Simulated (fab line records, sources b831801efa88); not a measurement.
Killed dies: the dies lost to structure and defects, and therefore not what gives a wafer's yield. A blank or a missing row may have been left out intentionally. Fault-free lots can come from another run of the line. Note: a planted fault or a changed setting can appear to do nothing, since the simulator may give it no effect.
A single fault, viewed from 2 desks    flow sfqLine    only its own numbers are on each desk; what lay behind them is given at the end

## FROM THE METROLOGY DESK
What the gauges read for every lot (on any tool): the sampled wafers with a number, averaged. If a lot's mean is further than 4 standard deviations from the usual mean, the lot is out of limits and carries the mark OUT (the distance appears in the brackets).
Columns: A = M1_NB_RS at SFQ_M1_RS_MEAS_909, usual 0.889 ohm/sq
lot   first seen here  A
L977  day 16 19:56     0.885
L978  day 17 00:46     0.886
L979  day 17 04:22     0.896
L980  day 17 15:18     0.899
L984  day 20 03:19     0.686 (-18) OUT
L986  day 20 15:49     0.698 (-17) OUT
L988  day 21 00:21     0.632 (-23) OUT
L991  day 21 03:46     0.883
L993  day 21 06:13     0.894
L994  day 21 07:32     0.866
L996  day 21 09:56     0.882
L997  day 21 10:57     0.904
L999  day 21 13:21     0.901
L100  day 21 14:45     0.881
This desk finds L984, L986, L988 out of limits, with the earliest case on L984 at day 20 03:19 (M1_NB_RS at SFQ_M1_RS_MEAS_909). L977, L978, L979, L980, L991, L993, L994, L996, L997, L999, L100 stayed within limits.

## AT THE TOOL OWNER'S DESK: pvdSputter-05
The tool's own readings at SFQ_TRILAYER_M1_DEP_SPUTTER_037 (material Nb, target thk 200 nm, time 133.3 s): means of the sampled wafers that have a number, for each lot that ran on this tool. If a lot's mean is further than 4 standard deviations from the usual mean, the lot is out of limits and carries the mark OUT (the distance appears in the brackets).
Columns: A = chamberPressurePa at SFQ_TRILAYER_M1_DEP_SPUTTER_037, usual 0.1333 Pa; B = substrateTempC at SFQ_TRILAYER_M1_DEP_SPUTTER_037, usual 20.00 C; C = throttleValvePct at SFQ_TRILAYER_M1_DEP_SPUTTER_037, usual 29.8 %
lot   first seen here  A       B      C
L977  day 16 19:51     0.1332  19.98  29.4
L978  day 17 00:39     0.1334  20.00  29.3
L979  day 17 04:16     0.1330  20.02  29.3
L984  day 20 03:13     0.1334  20.14  29.0
L986  day 20 15:41     0.1336  20.04  29.0
L988  day 21 00:14     0.1334  19.94  29.5
This desk's verdict: no lot among the 6 shows anything out of limits.

## TAKEN TOGETHER
On L984, L986, L988, the metrology desk was in a position to raise an alarm at day 20 03:19.
Nothing out of limits was seen by the tool owner's desk.
The tool owner's desk has L984, L986, L988 on record, within its limits.
Of the lots named, all ran SFQ_TRILAYER_M1_DEP_SPUTTER_037 on pvdSputter-05.

## WHAT THE SIMULATOR HAD PUT IN
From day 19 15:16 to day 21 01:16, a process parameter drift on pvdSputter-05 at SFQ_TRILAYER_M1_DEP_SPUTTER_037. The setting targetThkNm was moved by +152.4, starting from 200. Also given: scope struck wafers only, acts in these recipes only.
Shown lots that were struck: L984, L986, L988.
Time in hours between the start of the fault and the first out-of-limits reading at each desk: metrology desk, 12.
